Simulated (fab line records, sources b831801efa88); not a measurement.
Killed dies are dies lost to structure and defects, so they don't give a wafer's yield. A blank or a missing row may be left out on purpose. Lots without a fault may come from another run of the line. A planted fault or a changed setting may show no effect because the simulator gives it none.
fab line records | flow sky130
record lots=14 wafers=42 last_day=50
route steps=708 shown LOCAL_INTERCONNECT@405 METAL4@598 CAP2M@615 PAD_OPEN@708
lots that met no fault: from a run of the same line without faults
start_h: hours from the record's first day to the start of the lot's first wafer shown | wait_h: hours since the lot's step before | " the same as in the row above | L1.1+2: a row that stands for several wafers | - no value, or no start given | * or withheld: withheld | < > ~ a bound
route shown NAME@n: a module of which the file shows steps, and the number in the route of the first | usual: mean/standard deviation of fault-free wafers | same: alike in all rows | chamber/n: place in a boat | sites: the reading at each site | _std_site: their standard deviation | _edge_site: outer sites' mean less inner sites' | radius_mm: how far each site lies from the wafer's centre | mask NAME#n: copy n | behind: the tool/chamber that last shaped the wafer | hold: why the lot was held/for how many hours/how that ended | device: the transistor (n, p or np) that didn't switch | end of line: the same wafers' tests at the end of the route | a step without rows: its recipe alone | killed: dies lost to structure and defects at the first sort, not the wafer's yield | map: a wafer's dies, x killed, . not, _ none there
set.NAME: the setting as run; set.NAME@STEP: as run at that earlier step | model.NAME: the simulator's own value behind a step, which no gauge read
steps of the route over a sample of lots; a table a step, a row a wafer
services: from which hour (start_h, from the record's first day; less than 0 if before it) a tool's chamber was out of use, for how many hours, and why
## steps
# step SKY_LOCAL_INTERCONNECT_CLEAN_18
# recipe chemistry=O3/DIW dry=n2_spin
# columns lot.wafer tool chamber start_h wait_h
L354.1+2+6 wet_bench-04 2 724.61 0.0
L356.2+3+6 wet_bench-04 3 739.55 0.0
L357.3+5+6 wet_bench-02 2 746.76 0.0
L358.1+2+6 wet_bench-04 0 766.11 0.0
L359.1+4+6 wet_bench-02 3 772.72 0.0
L360.1+3+5 wet_bench-02 0 780.64 0.0
L361.1+4+5 wet_bench-04 2 782.21 0.0
L363.1+3+5 wet_bench-02 1 800.21 0.0
L364.1+4+6 wet_bench-02 3 801.84 0.0
L366.4+5+6 wet_bench-02 3 819.21 0.0
L368.1+2+3 wet_bench-04 0 827.46 0.0
L367.2+5+6 wet_bench-02 3 828.52 0.0
L369.3+4+6 wet_bench-02 0 830.02 0.0
L376.1+2+4 wet_bench-01 0 880.91 0.0
# step SKY_METAL4_SPUTTER_00
# recipe material=Ti target_thk_nm=15 power_w=3000 time_s=10 chamber_pressure_pa=0.4
# usual throttle_valve_pct=30.1/1.5
# same time_s=10
# columns lot.wafer tool chamber start_h wait_h throttle_valve_pct
L354.1 pvd_sputter-04 - 949.51 0.1 30.7
L354.2 " - " " 29.6
L354.6 " - " " 30.5
L356.2 pvd_sputter-04 - 965.50 0.2 29.8
L356.3 " - " " 31.4
L356.6 " - " " 29.5
L357.3 pvd_sputter-04 - 971.62 0.2 31.3
L357.5 " - " " 32.7
L357.6 " - " " 31.5
L358.1 pvd_sputter-04 - 990.63 0.1 32.6
L358.2 " - " " 29.7
L358.6 " - " " 32.4
L359.1 pvd_sputter-03 - 995.62 0.1 28.3
L359.4 " - " " 30.5
L359.6 " - " " 28.5
L360.1 pvd_sputter-04 - 1000.78 0.1 32.7
L360.3 " - " " 30.4
L360.5 " - " " 32.6
L361.1 pvd_sputter-04 - 1002.40 0.1 30.4
L361.4 " - " " 29.5
L361.5 " - " " 31.3
L363.1 pvd_sputter-04 - 1019.71 0.1 30.3
L363.3 " - " " 29.8
L363.5 " - " " 30.6
L364.1 pvd_sputter-04 - 1022.81 0.2 32.5
L364.4 " - " " 29.5
L364.6 " - " " 32.6
L366.4 pvd_sputter-03 - 1037.71 0.1 28.9
L366.5 " - " " 28.9
L366.6 " - " " 28.2
L368.1 pvd_sputter-03 - 1045.63 0.1 28.9
L368.2 " - " " 28.0
L368.3 " - " " 30.5
L367.2 pvd_sputter-01 - 1046.93 0.1 30.1
L367.5 " - " " 28.0
L367.6 " - " " 29.8
L369.3 pvd_sputter-03 - 1048.28 0.1 28.0
L369.4 " - " " 28.9
L369.6 " - " " 28.1
L376.1 pvd_sputter-04 - 1089.43 0.1 31.6
L376.2 " - " " 30.4
L376.4 " - " " 29.4
# step SKY_METAL4_SPUTTER_01
# recipe material=TiN target_thk_nm=20 power_w=6500 time_s=16.7 chamber_pressure_pa=0.4
# usual throttle_valve_pct=30.1/1.5
# same time_s=16.7
# columns lot.wafer tool chamber start_h wait_h throttle_valve_pct
L354.1 pvd_sputter-04 - 949.53 0.0 30.6
L354.2 " - " " 29.3
L354.6 " - " " 30.4
L356.2 pvd_sputter-04 - 965.52 0.0 29.6
L356.3 " - " " 31.4
L356.6 " - " " 29.6
L357.3 pvd_sputter-04 - 971.64 0.0 31.6
L357.5 " - " " 32.5
L357.6 " - " " 31.4
L358.1 pvd_sputter-04 - 990.66 0.0 32.6
L358.2 " - " " 29.4
L358.6 " - " " 32.4
L359.1 pvd_sputter-03 - 995.64 0.0 28.0
L359.4 " - " " 30.4
L359.6 " - " " 28.5
L360.1 pvd_sputter-04 - 1000.80 0.0 32.4
L360.3 " - " " 30.5
L360.5 " - " " 32.6
L361.1 pvd_sputter-04 - 1002.42 0.0 30.6
L361.4 " - " " 29.8
L361.5 " - " " 32.0
L363.1 pvd_sputter-04 - 1019.73 0.0 30.6
L363.3 " - " " 29.4
L363.5 " - " " 30.4
L364.1 pvd_sputter-04 - 1022.83 0.0 32.6
L364.4 " - " " 29.1
L364.6 " - " " 32.7
L366.4 pvd_sputter-03 - 1037.73 0.0 28.6
L366.5 " - " " 28.8
L366.6 " - " " 28.1
L368.1 pvd_sputter-03 - 1045.65 0.0 28.8
L368.2 " - " " 27.8
L368.3 " - " " 30.5
L367.2 pvd_sputter-01 - 1046.95 0.0 30.2
L367.5 " - " " 28.5
L367.6 " - " " 30.1
L369.3 pvd_sputter-03 - 1048.30 0.0 27.9
L369.4 " - " " 28.8
L369.6 " - " " 28.3
L376.1 pvd_sputter-04 - 1089.45 0.0 31.8
L376.2 " - " " 30.3
L376.4 " - " " 29.5
# step SKY_CAP2M_OVL_MEAS_12
# usual CAP2M_OVL=0.3/1.3
# columns lot.wafer tool chamber start_h wait_h CAP2M_OVL[nm]
L354.1 overlay-01 - 974.32 0.1 -1.0
L354.2 " - " " 1.1
L354.6 " - " " 1.9
L356.2 overlay-01 - 990.64 0.1 2.6
L356.3 " - " " 0.9
L356.6 " - " " 0.4
L357.3 overlay-01 - 996.75 0.1 0.4
L357.5 " - " " 0.3
L357.6 " - " " -0.2
L358.1 overlay-01 - 1015.19 0.1 -0.7
L358.2 " - " " 0.6
L358.6 " - " " -1.1
L359.1 overlay-01 - 1019.67 0.1 -0.5
L359.4 " - " " -2.7
L359.6 " - " " -1.8
L360.1 overlay-01 - 1025.42 0.1 -1.6
L360.3 " - " " 0.6
L360.5 " - " " -1.3
L361.1 overlay-01 - 1026.07 0.1 1.0
L361.4 " - " " -0.9
L361.5 " - " " 2.6
L363.1 overlay-01 - 1042.84 0.1 0.6
L363.3 " - " " 2.3
L363.5 " - " " -1.4
L364.1 overlay-01 - 1047.07 0.1 -2.1
L364.4 " - " " -1.3
L364.6 " - " " 0.3
L366.4 overlay-02 - 1060.71 0.1 0.1
L366.5 " - " " 0.9
L366.6 " - " " 0.4
L368.1 overlay-01 - 1069.09 0.1 -1.1
L368.2 " - " " 0.3
L368.3 " - " " -0.4
L367.2 overlay-02 - 1069.97 0.1 1.0
L367.5 " - " " -1.2
L367.6 " - " " -1.1
L369.3 overlay-02 - 1071.00 0.1 1.2
L369.4 " - " " 0.4
L369.6 " - " " -0.5
L376.1 overlay-02 - 1110.87 0.1 4.1
L376.2 " - " " 0.4
L376.4 " - " " 1.5
# step SKY_PAD_OPEN_PROBE_99
# usual killed_at_M0_to_M3=42/6.7 killed_at_M4_up=3.0/1.9 killed_at_contacts=24/5.3 killed_at_front_end=16/4.3 killed_at_other=0.4/0.71 killed_dies=85/9.6 killed_open=46/6.5 killed_short=39/6.7
# same gross_dies=492 killed_at_back_side=0
# columns lot.wafer tool chamber start_h wait_h killed_at_M0_to_M3 killed_at_M4_up killed_at_contacts killed_at_front_end killed_at_other killed_dies killed_open killed_short
L366.4 prober-02 - 1170.60 0.2 46 1 64 11 1 123 40 37
L366.5 prober-02 - 1170.65 0.2 34 7 57 16 1 115 42 32
L366.6 prober-02 - 1170.70 0.2 36 2 74 8 0 120 41 33
L367.2 prober-02 - 1178.59 0.1 24 1 66 14 0 105 33 30
L367.5 prober-02 - 1178.74 0.2 42 2 60 10 0 114 38 33
L367.6 prober-02 - 1178.79 0.2 40 1 50 19 0 110 33 39
L369.3 prober-01 - 1178.64 0.2 30 0 43 18 0 91 38 27
L369.4 prober-01 - 1178.69 0.2 34 1 49 12 1 97 38 30
L369.6 prober-01 - 1178.79 0.2 37 3 51 13 0 104 47 37
# killed by level:class
L366.4 LOCAL_INTERCONNECT:unspecified=45 CONTACT:geometric_particle:open=11 METAL1:geometric_particle:short=10 VIA2:geometric_particle:open=9 VIA1:geometric_particle:open=7 POLY_GATE:geometric_particle:short=5 VIA3:geometric_particle:open=5 VIA1:geometric_particle:short=4
L366.5 LOCAL_INTERCONNECT:unspecified=40 LI_CONTACT:geometric_particle:open=9 VIA2:geometric_particle:open=8 METAL1:geometric_particle:short=6 VIA1:geometric_particle:open=6 FIELD_ISO:geometric_particle:open=5 POLY_GATE:geometric_particle:short=5 METAL3:geometric_particle:short=5
L366.6 LOCAL_INTERCONNECT:unspecified=46 CONTACT:geometric_particle:open=13 LI_CONTACT:geometric_particle:open=6 LOCAL_INTERCONNECT:geometric_particle:short=6 VIA1:geometric_particle:short=6 VIA1:geometric_particle:open=5 VIA2:geometric_particle:open=5 METAL2:geometric_particle:short=4
L367.2 LOCAL_INTERCONNECT:unspecified=42 LI_CONTACT:geometric_particle:open=9 LOCAL_INTERCONNECT:geometric_particle:short=6 VIA1:geometric_particle:open=6 CONTACT:geometric_particle:open=5 VIA3:geometric_particle:open=5 POLY_GATE:geometric_particle:short=4 METAL1:geometric_particle:short=3
L369.3 LOCAL_INTERCONNECT:unspecified=26 METAL1:geometric_particle:short=7 POLY_GATE:geometric_particle:open=6 CONTACT:geometric_particle:open=6 LI_CONTACT:geometric_particle:open=5 VIA1:geometric_particle:short=5 VIA2:geometric_particle:open=5 FIELD_ISO:geometric_particle:open=4
L369.4 LOCAL_INTERCONNECT:unspecified=28 VIA1:geometric_particle:open=9 CONTACT:geometric_particle:open=6 CONTACT:geometric_particle:short=6 VIA1:geometric_particle:short=6 FIELD_ISO:geometric_particle:open=5 LI_CONTACT:geometric_particle:open=5 FIELD_ISO:geometric_particle:short=4
L367.5 LOCAL_INTERCONNECT:unspecified=43 VIA3:geometric_particle:open=8 LI_CONTACT:geometric_particle:open=6 VIA2:geometric_particle:open=6 VIA1:geometric_particle:open=5 VIA2:geometric_particle:short=5 POLY_GATE:geometric_particle:short=4 METAL1:geometric_particle:short=4
L367.6 LOCAL_INTERCONNECT:unspecified=38 VIA1:geometric_particle:open=8 METAL1:geometric_particle:short=8 POLY_GATE:geometric_particle:short=7 METAL2:geometric_particle:short=6 VIA2:geometric_particle:open=6 LI_CONTACT:geometric_particle:open=4 CONTACT:geometric_particle:open=4
L369.6 LOCAL_INTERCONNECT:unspecified=20 LI_CONTACT:geometric_particle:open=12 VIA1:geometric_particle:open=9 CONTACT:geometric_particle:open=7 VIA2:geometric_particle:open=7 LOCAL_INTERCONNECT:geometric_particle:short=6 METAL1:geometric_particle:short=5 POLY_GATE:geometric_particle:open=4
## services
# columns tool chamber start_h hours kind
pvd_sputter-04 2 707.06 - consumable_replace:kit
pvd_sputter-04 2 707.06 18.0 scheduled_down
pvd_sputter-04 2 707.06 18.0 vent_cycle
pvd_sputter-01 - 710.75 8.4 repair
pvd_sputter-01 - 719.05 0.9 repair
pvd_sputter-01 - 767.14 3.9 repair
wet_bench-04 - 768.05 3.7 repair
pvd_sputter-01 - 778.36 2.2 repair
pvd_sputter-01 - 786.03 4.2 repair
wet_bench-02 - 804.47 1.6 repair
pvd_sputter-03 - 853.48 12.7 repair
pvd_sputter-01 - 884.99 2.0 repair
pvd_sputter-03 - 889.66 6.3 repair
pvd_sputter-04 - 918.84 2.8 repair
pvd_sputter-03 0 958.13 - consumable_replace:kit
pvd_sputter-03 0 958.13 18.0 scheduled_down
pvd_sputter-01 - 964.91 0.7 repair
wet_bench-01 - 984.55 1.9 pm
pvd_sputter-01 - 994.16 3.2 repair
pvd_sputter-04 1 1016.14 - consumable_replace:kit
pvd_sputter-04 1 1016.14 18.0 scheduled_down
pvd_sputter-04 1 1016.14 18.0 vent_cycle
wet_bench-04 - 1045.59 1.7 repair
pvd_sputter-01 - 1082.95 1.1 repair
## key
first_sign step=SKY_PAD_OPEN_PROBE_99 reading=killed_at_contacts direction=up sigmas=6.2 usual=24 struck=57
effect step=SKY_PAD_OPEN_PROBE_99 reading=killed_dies direction=up sigmas=2.4 usual=85 struck=109 wafers_moved=8
met_at SKY_LOCAL_INTERCONNECT_CLEAN_18
struck_lots L366,L367,L369
tester_left_out L366,L367,L369
not_acting_at SKY_METAL4_SPUTTER_00,SKY_METAL4_SPUTTER_01,SKY_CAP2M_OVL_MEAS_12
onset_between 801.84 819.21
fault kind=chamber_particle_source tool=wet_bench-02 chamber=- onset_h=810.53 steps=SKY_LOCAL_INTERCONNECT_CLEAN_18 rate_per_visit_cm2=0.46469 end_h=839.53
# tester_left_out: of these lots the tester's yield and bins aren't shown, on N5 and GAA mostly nor the transistor test; their killed dies are dies lost to structure and defects alone, not to doping, threshold or leakage, so they don't give the yield
